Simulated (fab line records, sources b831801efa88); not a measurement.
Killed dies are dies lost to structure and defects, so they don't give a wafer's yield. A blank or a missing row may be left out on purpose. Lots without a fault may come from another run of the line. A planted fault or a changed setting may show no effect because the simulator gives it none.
Which tool did it? | flow gf180mcu | 7 lots, 21 wafers sampled, at 2 steps of a route of 602

WHAT THE GAUGES READ, wafer by wafer
GF_DNWELL_TW_MEAS_09.
lot  | measured    | on            | DNWELL_TW
L411 | day 3 04:30 | film_metro-01 | 1352 1356 1356
L413 | day 3 16:05 | film_metro-02 | 1354 1358 1351
L421 | day 5 10:35 | film_metro-01 | 1225 1221 1213
L423 | day 5 20:18 | film_metro-01 | 1360 1353 1357
L425 | day 6 06:09 | film_metro-01 | 1341 1346 1354
L427 | day 6 18:14 | film_metro-04 | 1371 1371 1373
L432 | day 7 20:44 | film_metro-01 | 1343 1344 1341

WHICH TOOL RAN EACH LOT (tool, then ch and the chambers of the sampled wafers, then the start)
lot  | GF_DNWELL_IMPLANT_07
L411 | implanter-01 ch 0, day 3 04:16
L413 | implanter-01 ch 0, day 3 15:50
L421 | implanter-04 ch 0, day 5 10:20
L423 | implanter-01 ch 0, day 5 20:04
L425 | implanter-01 ch 0, day 6 05:54
L427 | implanter-01 ch 0, day 6 17:59
L432 | implanter-03 ch 0, day 7 20:29
- GF_DNWELL_IMPLANT_07

THE ANSWER, worked out from the rows above alone
Rule: what is usual is taken from the lots themselves. Put in order of their means at a reading, lots are off if they are a third of the lots or fewer, leave a main group of 4 or more, and stand apart from it by a gap of 3 or more times the standard deviation of the main group's means; of several such gaps the widest counts. A main group whose means are all the same, to the digits that the tables above print for the reading, isn't used. A lot without any number at a reading at which 4 lots or more have one is off too. The other lots that the step has rows for count as sound.
Off: L421, at GF_DNWELL_TW_MEAS_09 (DNWELL_TW). The main group: mean 1354, standard deviation 9.1.
A tool fits if, at a process step before that reading, it ran every lot that is off, and no sound lot after the first of them. The gauges at GF_DNWELL_TW_MEAS_09 are tried like those tools. One fits: implanter-04 at GF_DNWELL_IMPLANT_07. It ran no sound lot before its first lot that is off in this sample, so the start can't be narrowed down.

WHAT THE SIMULATOR HAD PUT IN
Process parameter drift: implanter-04, from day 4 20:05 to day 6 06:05, at GF_DNWELL_IMPLANT_07. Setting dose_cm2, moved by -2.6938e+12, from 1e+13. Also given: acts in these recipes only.
Lots struck among those shown: L421. The rule above found the same.
